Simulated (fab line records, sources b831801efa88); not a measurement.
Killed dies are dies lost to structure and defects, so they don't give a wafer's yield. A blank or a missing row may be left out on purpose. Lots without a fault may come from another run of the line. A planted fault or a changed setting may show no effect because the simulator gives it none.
fab line records | flow sky130
record lots=14 wafers=41 last_day=51
route steps=708 shown VT_ADJUST_LVTN@115 VT_ADJUST_HVTR@139 SONOS_ONO@177 PAD_OPEN@708
lots that met no fault: from a run of the same line without faults
start_h: hours from the record's first day to the start of the lot's first wafer shown | wait_h: hours since the lot's step before | " the same as in the row above | L1.1+2: a row that stands for several wafers | - no value, or no start given | * or withheld: withheld | < > ~ a bound
route shown NAME@n: a module of which the file shows steps, and the number in the route of the first | usual: mean/standard deviation of fault-free wafers | same: alike in all rows | chamber/n: place in a boat | sites: the reading at each site | _std_site: their standard deviation | _edge_site: outer sites' mean less inner sites' | radius_mm: how far each site lies from the wafer's centre | mask NAME#n: copy n | behind: the tool/chamber that last shaped the wafer | hold: why the lot was held/for how many hours/how that ended | device: the transistor (n, p or np) that didn't switch | end of line: the same wafers' tests at the end of the route | a step without rows: its recipe alone | killed: dies lost to structure and defects at the first sort, not the wafer's yield | map: a wafer's dies, x killed, . not, _ none there
set.NAME: the setting as run; set.NAME@STEP: as run at that earlier step | model.NAME: the simulator's own value behind a step, which no gauge read
steps of the route over a sample of lots; a table a step, a row a wafer
services: from which hour (start_h, from the record's first day; less than 0 if before it) a tool's chamber was out of use, for how many hours, and why
## steps
# step SKY_VT_ADJUST_LVTN_OVL_MEAS_18
# usual VT_ADJUST_LVTN_01_OVL=0.1/1.4
# columns lot.wafer tool chamber start_h wait_h VT_ADJUST_LVTN_01_OVL[nm]
L465.2 overlay-01 - 171.00 0.1 -2.1
L465.3 " - " " -0.2
L465.4 " - " " -1.9
L466.1 overlay-02 - 176.94 0.1 0.7
L466.4 " - " " 0.2
L466.6 " - " " -0.3
L468.1 overlay-01 - 198.54 0.1 -0.4
L468.4 " - " " -0.9
L468.6 " - " " -1.3
L469.2 overlay-01 - 199.58 0.1 0.8
L469.4 " - " " 0.9
L469.6 " - " " -0.6
L472.2 overlay-02 - 214.10 0.1 1.9
L472.6 " - " " 2.4
L477.1 overlay-02 - 253.92 0.1 -2.0
L477.2 " - " " -0.1
L477.4 " - " " -1.2
L481.2 overlay-02 - 278.67 0.1 0.4
L481.3 " - " " 0.8
L481.4 " - " " 0.0
L482.3 overlay-01 - 288.13 0.1 1.9
L482.5 " - " " 3.3
L482.6 " - " " 1.4
L483.3 overlay-02 - 295.84 0.1 -0.8
L483.4 " - " " 0.0
L483.5 " - " " 0.2
L484.4 overlay-01 - 303.29 0.1 0.0
L484.5 " - " " -0.2
L484.6 " - " " -0.4
L486.1 overlay-02 - 310.08 0.1 -2.0
L486.5 " - " " -3.0
L486.6 " - " " -0.8
L485.3 overlay-02 - 310.90 0.1 -0.2
L485.4 " - " " 1.5
L485.5 " - " " 1.5
L487.1 overlay-02 - 315.63 0.1 -0.6
L487.3 " - " " -1.6
L487.4 " - " " -0.9
L488.3 overlay-01 - 320.79 0.1 -0.3
L488.4 " - " " -3.1
L488.6 " - " " -2.1
# step SKY_VT_ADJUST_LVTN_STRIP_20
# recipe chemistry=O2/N2 power_w=1400 pressure_mtorr=1500 platen_temp_c=withheld o2_flow_sccm=3000 n2_flow_sccm=300 overash_fraction=0.5
# usual drypump_motor_current_A=5.7/0.48 oes_product_au=0.715/0.0043 strip_time_to_endpoint_s=14.19/0.038
# columns lot.wafer tool chamber start_h wait_h drypump_motor_current_A oes_product_au rf_hours_counter_h strip_time_to_endpoint_s
L465.2 plasma_asher-01 0 171.18 0.1 5.0 0.717 5 14.12
L465.3 " 1 " " 5.8 0.710 - 14.16
L465.4 " 0 " " 5.0 0.715 - 14.17
L466.1 plasma_asher-01 1 177.13 0.1 5.9 0.716 6 14.24
L466.4 " 1 " " 5.8 0.716 - 14.25
L466.6 " 1 " " 5.8 0.710 - 14.21
L468.1 plasma_asher-01 0 198.73 0.1 5.0 0.715 8 14.18
L468.4 " 1 " " 5.8 0.710 - 14.18
L468.6 " 1 " " 5.8 0.715 - 14.19
L469.2 plasma_asher-03 1 199.76 0.1 6.2 0.718 45 14.14
L469.4 " 0 " " 5.3 0.724 - 14.16
L469.6 " 1 " " 6.1 0.722 - 14.15
L472.2 plasma_asher-04 1 214.28 0.1 6.1 0.719 50 14.20
L472.6 " 0 " " 6.4 0.721 - 14.25
L477.1 plasma_asher-01 0 254.10 0.1 5.0 0.718 14 14.19
L477.2 " 1 " " 5.8 0.717 14 14.18
L477.4 " 0 " " 5.0 0.718 - 14.19
L481.2 plasma_asher-03 1 278.85 0.1 6.1 0.717 54 14.24
L481.3 " 1 " " 6.1 0.721 - 14.22
L481.4 " 0 " " 5.4 0.720 - 14.26
L482.3 plasma_asher-01 1 288.33 0.1 5.8 0.714 - 14.19
L482.5 " 1 " " 5.8 0.717 - 14.14
L482.6 " 0 " " 5.0 0.720 - 14.18
L483.3 plasma_asher-01 1 296.05 0.1 5.8 0.708 - 14.23
L483.4 " 0 " " 5.0 0.715 - 14.24
L483.5 " 1 " " 5.8 0.710 - 14.23
L484.4 plasma_asher-03 0 303.50 0.1 5.4 0.719 - 14.22
L484.5 " 0 " " 5.3 0.718 - 14.21
L484.6 " 1 " " 6.1 0.714 - 14.23
L486.1 plasma_asher-03 0 310.26 0.1 5.4 0.714 57 14.29
L486.5 " 1 " " 6.1 0.714 - 14.19
L486.6 " 0 " " 5.4 0.721 - 14.18
L485.3 plasma_asher-03 1 311.26 0.2 6.1 0.712 - 14.16
L485.4 " 0 " " 5.3 0.720 - 14.15
L485.5 " 0 " " 5.3 0.712 - 14.16
L487.1 plasma_asher-01 0 315.96 0.2 5.0 0.714 19 14.20
L487.3 " 1 " " 5.8 0.714 - 14.20
L487.4 " 0 " " 5.0 0.714 - 14.17
L488.3 plasma_asher-04 1 321.00 0.1 6.1 0.715 - 14.26
L488.4 " 0 " " 6.4 0.715 - 14.21
L488.6 " 0 " " 6.4 0.718 - 14.22
# step SKY_VT_ADJUST_HVTR_OVL_MEAS_08
# usual VT_ADJUST_HVTR_OVL=0.1/1.6
# columns lot.wafer tool chamber start_h wait_h VT_ADJUST_HVTR_OVL[nm]
L465.2 overlay-01 - 215.82 0.1 1.8
L465.3 " - " " 1.4
L465.4 " - " " 0.7
L466.1 overlay-02 - 222.06 0.1 2.3
L466.4 " - " " 1.7
L466.6 " - " " 3.0
L468.1 overlay-01 - 244.61 0.1 2.3
L468.4 " - " " 2.3
L468.6 " - " " 3.8
L469.2 overlay-02 - 245.50 0.1 -1.5
L469.4 " - " " -2.5
L469.6 " - " " 0.5
L472.2 overlay-01 - 261.72 0.1 -2.1
L472.6 " - " " -0.8
L477.1 overlay-02 - 303.56 0.1 -1.1
L477.2 " - " " 0.5
L477.4 " - " " -0.6
L481.2 overlay-01 - 330.02 0.1 1.6
L481.3 " - " " 2.4
L481.4 " - " " 2.9
L482.3 overlay-01 - 340.46 0.1 -1.1
L482.5 " - " " -0.6
L482.6 " - " " -2.3
L483.3 overlay-02 - 348.53 0.1 -2.5
L483.4 " - " " -0.5
L483.5 " - " " -2.9
L484.4 overlay-02 - 357.93 0.1 2.1
L484.5 " - " " 2.2
L484.6 " - " " -0.1
L486.1 overlay-01 - 364.21 0.1 1.5
L486.5 " - " " 0.7
L486.6 " - " " 1.2
L485.3 overlay-02 - 365.03 0.1 -1.8
L485.4 " - " " -1.0
L485.5 " - " " -1.1
L487.1 overlay-02 - 370.56 0.1 1.1
L487.3 " - " " 1.6
L487.4 " - " " 1.3
L488.3 overlay-01 - 376.28 0.1 -0.5
L488.4 " - " " 0.0
L488.6 " - " " 0.3
# step SKY_SONOS_ONO_SOFTBAKE_09
# recipe temp_c=90 time_s=60 resist=NOVOLAK
# usual heater_power_total_W=56.59/0.043 run_length_s=89.1/0.34
# columns lot.wafer tool chamber start_h wait_h heater_power_total_W run_length_s
L465.2 litho_track-03 0 281.92 0.1 56.66 88.7
L465.3 " 0 " " 56.62 88.9
L465.4 " 0 " " 56.68 88.6
L466.1 litho_track-03 0 295.89 0.1 56.64 88.7
L466.4 " 0 " " 56.58 88.8
L466.6 " 0 " " 56.66 88.7
L469.2 litho_track-03 0 312.67 0.1 59.47 80.5
L469.4 " 0 " " 56.55 88.6
L469.6 " 0 " " 59.40 80.4
L468.1 litho_track-02 0 312.92 0.1 56.54 89.6
L468.4 " 0 " " 56.56 89.3
L468.6 " 0 " " 56.64 89.3
L472.2 litho_track-03 0 330.37 0.1 59.38 80.2
L472.6 " 0 " " 59.54 80.3
L477.1 litho_track-04 0 377.49 0.1 56.65 89.2
L477.2 " 0 " " 56.50 89.1
L477.4 " 0 " " 56.61 89.3
L481.2 litho_track-03 0 406.77 0.1 56.57 88.6
L481.3 " 0 " " 56.48 88.7
L481.4 " 0 " " 56.57 88.7
L482.3 litho_track-03 0 418.24 0.1 56.62 88.7
L482.5 " 0 " " 56.62 88.6
L482.6 " 0 " " 56.56 88.6
L483.3 litho_track-04 0 427.89 0.1 56.56 89.3
L483.4 " 0 " " 56.58 89.3
L483.5 " 0 " " 56.60 89.2
L484.4 litho_track-02 0 439.24 0.1 56.60 89.5
L484.5 " 0 " " 56.55 89.4
L484.6 " 0 " " 56.54 89.4
L486.1 litho_track-02 0 446.36 0.1 56.61 89.3
L486.5 " 0 " " 56.61 89.5
L486.6 " 0 " " 56.56 89.3
L485.3 litho_track-03 0 446.49 0.1 56.63 88.9
L485.4 " 0 " " 56.58 88.8
L485.5 " 0 " " 56.56 88.8
L487.1 litho_track-04 0 452.54 0.1 56.65 89.1
L487.3 " 0 " " 56.60 89.4
L487.4 " 0 " " 56.58 89.1
L488.3 litho_track-02 0 456.96 0.1 56.59 89.5
L488.4 " 0 " " 56.64 89.5
L488.6 " 0 " " 56.56 89.3
# step SKY_PAD_OPEN_PROBE_99
# usual killed_at_M0_to_M3=44/7.2 killed_at_M4_up=2.9/1.8 killed_at_contacts=24/5.2 killed_at_front_end=15/4 killed_at_other=0.2/0.49 killed_dies=85/9.1 killed_open=47/6.8 killed_short=38/5.7
# same gross_dies=492 killed_at_back_side=0
# columns lot.wafer tool chamber start_h wait_h killed_at_M0_to_M3 killed_at_M4_up killed_at_contacts killed_at_front_end killed_at_other killed_dies killed_open killed_short
L481.2 prober-02 - 1186.62 0.1 47 3 37 13 0 100 59 41
L481.3 prober-02 - 1186.67 0.2 41 5 27 16 0 89 49 40
L481.4 prober-02 - 1186.72 0.2 43 2 30 12 0 87 48 39
L483.3 prober-02 - 1198.81 0.2 50 5 28 24 0 107 63 44
L483.4 prober-02 - 1198.86 0.2 39 0 25 17 0 81 38 43
L483.5 prober-02 - 1198.91 0.2 39 3 29 15 0 86 47 39
L484.4 prober-01 - 1204.36 0.2 40 3 26 13 0 82 46 36
L484.5 prober-01 - 1204.41 0.2 44 4 18 13 1 80 44 36
L484.6 prober-01 - 1204.46 0.2 40 4 25 19 0 88 43 45
L486.1 prober-01 - 1206.96 0.1 47 3 19 13 2 84 45 39
L486.5 prober-01 - 1207.16 0.2 37 4 23 11 0 75 40 35
L486.6 prober-01 - 1207.21 0.2 29 1 10 15 0 55 31 24
# killed by level:class
L481.2 CONTACT:geometric_particle:open=12 VIA1:geometric_particle:open=12 LI_CONTACT:geometric_particle:open=10 VIA2:geometric_particle:open=8 METAL2:geometric_particle:short=8 CONTACT:geometric_particle:short=6 FIELD_ISO:geometric_particle:open=5 LOCAL_INTERCONNECT:geometric_particle:short=4
L481.3 CONTACT:geometric_particle:open=14 LI_CONTACT:geometric_particle:open=9 VIA1:geometric_particle:open=9 VIA1:geometric_particle:short=6 VIA3:geometric_particle:open=5 METAL1:geometric_particle:short=4 METAL2:geometric_particle:short=4 VIA2:geometric_particle:short=4
L481.4 CONTACT:geometric_particle:open=9 VIA3:geometric_particle:open=9 LI_CONTACT:geometric_particle:open=7 CONTACT:geometric_particle:short=7 VIA1:geometric_particle:open=7 METAL1:geometric_particle:short=6 LOCAL_INTERCONNECT:geometric_particle:short=5 VIA1:geometric_particle:short=5
L483.3 VIA1:geometric_particle:open=11 LI_CONTACT:geometric_particle:open=10 VIA3:geometric_particle:open=10 FIELD_ISO:geometric_particle:open=9 FIELD_ISO:geometric_particle:short=8 METAL1:geometric_particle:short=7 CONTACT:geometric_particle:open=6 VIA2:geometric_particle:open=4
L483.4 FIELD_ISO:geometric_particle:short=11 METAL2:geometric_particle:short=9 LI_CONTACT:geometric_particle:open=8 CONTACT:geometric_particle:short=8 VIA3:geometric_particle:open=7 VIA1:geometric_particle:open=6 VIA2:geometric_particle:open=6 VIA1:geometric_particle:short=5
L483.5 CONTACT:geometric_particle:open=11 VIA1:geometric_particle:open=8 VIA2:geometric_particle:open=7 FIELD_ISO:geometric_particle:short=6 LI_CONTACT:geometric_particle:open=6 VIA3:geometric_particle:open=6 CONTACT:geometric_particle:short=5 POLY_GATE:geometric_particle:open=4
L484.4 CONTACT:geometric_particle:open=10 VIA1:geometric_particle:open=10 LI_CONTACT:geometric_particle:open=7 VIA2:geometric_particle:open=5 FIELD_ISO:geometric_particle:open=4 METAL3:geometric_particle:short=4 VIA3:geometric_particle:short=4 FIELD_ISO:geometric_particle:short=3
L484.5 VIA3:geometric_particle:open=8 METAL1:geometric_particle:short=7 LI_CONTACT:geometric_particle:open=7 POLY_GATE:geometric_particle:open=6 VIA1:geometric_particle:open=6 CONTACT:geometric_particle:open=5 METAL2:geometric_particle:short=5 VIA2:geometric_particle:open=4
L484.6 CONTACT:geometric_particle:open=11 METAL2:geometric_particle:short=9 VIA2:geometric_particle:open=8 VIA1:geometric_particle:open=8 FIELD_ISO:geometric_particle:short=7 METAL1:geometric_particle:short=6 LI_CONTACT:geometric_particle:open=5 FIELD_ISO:geometric_particle:open=4
L486.1 VIA1:geometric_particle:open=9 VIA2:geometric_particle:open=9 CONTACT:geometric_particle:open=7 VIA1:geometric_particle:short=6 LI_CONTACT:geometric_particle:open=5 METAL1:geometric_particle:short=5 VIA3:geometric_particle:short=5 CONTACT:geometric_particle:short=4
L486.5 CONTACT:geometric_particle:open=10 VIA1:geometric_particle:open=7 VIA3:geometric_particle:open=6 FIELD_ISO:geometric_particle:short=5 METAL1:geometric_particle:short=5 VIA1:geometric_particle:short=5 VIA2:geometric_particle:open=5 LI_CONTACT:geometric_particle:short=4
L486.6 VIA3:geometric_particle:open=6 VIA1:geometric_particle:open=5 VIA2:geometric_particle:short=5 FIELD_ISO:geometric_particle:short=4 FIELD_ISO:geometric_particle:open=4 LI_CONTACT:geometric_particle:open=4 VIA2:geometric_particle:open=4 CONTACT:geometric_particle:open=3
## services
# columns tool chamber start_h hours kind
plasma_asher-04 - 286.22 1.8 repair
plasma_asher-03 - 421.25 9.0 pm
plasma_asher-03 0 421.25 9.0 vent_cycle
plasma_asher-03 1 421.25 9.0 vent_cycle
plasma_asher-03 0 430.25 - clean
plasma_asher-03 1 430.25 - clean
plasma_asher-04 - 430.52 0.3 repair
## key
first_sign step=SKY_SONOS_ONO_SOFTBAKE_09 reading=heater_power_total_W direction=up sigmas=66 usual=* struck=*
effect step=SKY_SONOS_ONO_SOFTBAKE_09 reading=run_length_s direction=down sigmas=25 usual=* struck=*
met_at SKY_SONOS_ONO_SOFTBAKE_09
struck_lots L469,L472
struck_wafers L469.2,L469.6,L472.2,L472.6
tester_left_out L469,L472
not_acting_at SKY_VT_ADJUST_LVTN_OVL_MEAS_18,SKY_VT_ADJUST_LVTN_STRIP_20,SKY_VT_ADJUST_HVTR_OVL_MEAS_08
onset_between 295.89 312.67
fault kind=process_parameter_drift tool=litho_track-03 chamber=- onset_h=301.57 steps=SKY_SONOS_ONO_SOFTBAKE_09 channel=time_s offset=* shape=step end_h=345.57 scope=struck_wafers_only acts_in=* stated=*
# tester_left_out: of these lots the tester's yield and bins aren't shown, on N5 and GAA mostly nor the transistor test; their killed dies are dies lost to structure and defects alone, not to doping, threshold or leakage, so they don't give the yield
